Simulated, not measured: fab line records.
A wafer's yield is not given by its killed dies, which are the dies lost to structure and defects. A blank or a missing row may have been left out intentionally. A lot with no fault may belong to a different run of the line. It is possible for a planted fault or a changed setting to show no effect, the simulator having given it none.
Which tool was responsible? ; flow gf180mcu ; 6 lots (18 wafers sampled), 1 step of a 602-step route

## WHAT EACH GAUGE READ, for each wafer
GF_V4_THK_MEAS_25: measures by xrf.
lot;measured;on;V4_W_THK (nm)
L192;day 24 22:56;film_metro-02;353 350 342
L194;day 25 20:49;film_metro-02;353 351 358
L196;day 26 07:13;film_metro-01;345 345 348
L207;day 29 20:16;film_metro-02;354 358 346
L210;day 30 19:52;film_metro-02;344 348 341
L213;day 31 15:18;film_metro-01;347 343 345

## TOOL THAT RAN EACH LOT (tool first, then ch and the chambers of the sampled wafers, then the start)
Record: no process step prior to these readings.

## THE ANSWER, worked out from the rows above alone
Rule: usual is defined by the lots themselves. Put in order of their means at a reading, lots are off if they are a third of the lots or fewer, leave a main group of 4 or more, and stand apart from it by a gap of 3 or more times the standard deviation of the main group's means; of several such gaps the widest counts. A main group is skipped when, at the precision printed for the reading in the tables above, its means are all equal. A lot without any number at a reading at which 4 lots or more have one is off too. Where the step has rows for the other lots, those lots are counted as sound.
No lot is off at any reading shown: from this, nothing can be told.

## WHAT WAS PUT IN BY THE SIMULATOR
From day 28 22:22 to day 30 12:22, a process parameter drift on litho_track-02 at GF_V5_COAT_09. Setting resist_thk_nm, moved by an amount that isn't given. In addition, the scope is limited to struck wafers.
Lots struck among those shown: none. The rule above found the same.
